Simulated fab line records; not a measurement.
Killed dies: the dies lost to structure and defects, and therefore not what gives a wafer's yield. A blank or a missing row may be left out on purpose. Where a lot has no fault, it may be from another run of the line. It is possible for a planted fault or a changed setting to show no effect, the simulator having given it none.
What tool caused it? ; flow gf180mcu ; 42 wafers from 14 lots sampled at 2 of the route's 602 steps

## WHAT EACH GAUGE READ, for each wafer
GF_M2_CD_MEAS_14 targets a cd of 280 nm.
lot;measured;on;cd_nm (nm)
L347;day 19 13:05;cd_sem-01;280.0 281.0 281.0
L350;day 20 17:41;cd_sem-02;278.9 278.5 279.2
L351;day 21 05:45;cd_sem-01;279.5 279.6 279.8
L352;day 21 13:53;cd_sem-01;279.7 278.8 279.5
L354;day 21 21:14;cd_sem-01;278.4 278.5 279.5
L353;day 22 03:07;cd_sem-02;279.0 280.9 280.9
L358;day 23 14:40;cd_sem-01;281.7 281.3 282.3
L360;day 24 02:44;cd_sem-02;279.2 279.5 279.0
L361;day 24 05:14;cd_sem-01;279.4 278.7 280.0
L362;day 24 18:04;cd_sem-01;281.7 282.5 282.2
L363;day 25 00:32;cd_sem-02;278.9 279.2 278.7
L365;day 25 15:22;cd_sem-02;278.2 280.6 280.6
L367;day 26 07:05;cd_sem-02;281.0 281.0 281.2
L369;day 26 17:17;cd_sem-02;279.5 279.4 279.1

## EACH LOT AND THE TOOL THAT RAN IT (in order: tool; ch and the chambers of the sampled wafers; start)
lot;GF_POLY_GATE_DEVELOP_09
L347;litho_track-01 ch 0, day 9 07:50
L350;litho_track-02 ch 0, day 10 04:56
L351;litho_track-02 ch 0, day 10 12:22
L352;litho_track-02 ch 0, day 10 23:14
L354;litho_track-01 ch 0, day 11 07:41
L353;litho_track-02 ch 0, day 11 07:53
L358;litho_track-02 ch 0, day 12 14:43
L360;litho_track-02 ch 0, day 13 02:17
L361;litho_track-02 ch 0, day 13 06:29
L362;litho_track-01 ch 0, day 13 18:26
L363;litho_track-01 ch 0, day 13 23:11
L365;litho_track-01 ch 0, day 14 11:29
L367;litho_track-01 ch 0, day 15 04:41
L369;litho_track-03 ch 0, day 15 17:57
- GF_POLY_GATE_DEVELOP_09: develop time 60 s.

## WHAT THE TOOLS THEMSELVES READ (means of the sampled wafers that have a number; where no wafer has one, the mark that the record gives instead)
GF_POLY_GATE_DEVELOP_09.
lot;tool;developer_temp_C (C)
L347;litho_track-01;21.02
L350;litho_track-02;20.83
L351;litho_track-02;20.94
L352;litho_track-02;20.97
L354;litho_track-01;21.08
L353;litho_track-02;21.00
L358;litho_track-02;21.83
L360;litho_track-02;21.76
L361;litho_track-02;21.82
L362;litho_track-01;21.00
L363;litho_track-01;20.97
L365;litho_track-01;21.19
L367;litho_track-01;20.88
L369;litho_track-03;20.91

## THE ANSWER, worked out from the rows above alone
Rule: usual is defined by the lots themselves. Put in order of their means at a reading, lots are off if they are a third of the lots or fewer, leave a main group of 4 or more, and stand apart from it by a gap of 3 or more times the standard deviation of the main group's means; of several such gaps the widest counts. The tables above print the reading to a certain number of digits; a main group whose means all agree to those digits is not used. A lot without any number at a reading at which 4 lots or more have one is off too. Any other lot the step has rows for is counted as sound. After the gauges, taken in route order, come the tools' own readings; for these a lot's mean is taken, as printed above. The first step at which some lot is off is used, and at that step the reading that is off furthest; a lot without a number counts as furthest.
Off: L358, L360, L361 (GF_POLY_GATE_DEVELOP_09, developer_temp_C). The main group has a mean of 20.98 C with a standard deviation of 0.093.
If a tool, at that step or one of the process steps before it, ran each lot that is off and ran no sound lot following the first of them, it fits. One fits: GF_POLY_GATE_DEVELOP_09 on litho_track-02. Its last sound lot is L353 (day 11 07:53), its first lot that is off L358 (day 12 14:43): a fault that began between those two fits.
On the lots that are off, the tool's own readings at GF_POLY_GATE_DEVELOP_09 differ by more than 5 times the standard deviation of the sound lots' means, which bears it out; developer_temp_C reads 21.80 C there versus 20.98 C on the sound lots.

## WHAT WAS PUT IN BY THE SIMULATOR
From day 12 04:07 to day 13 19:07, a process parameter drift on litho_track-02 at GF_POLY_GATE_DEVELOP_09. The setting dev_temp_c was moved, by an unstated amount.
Struck lots among those shown: L358, L360, L361. Same finding as the rule above.
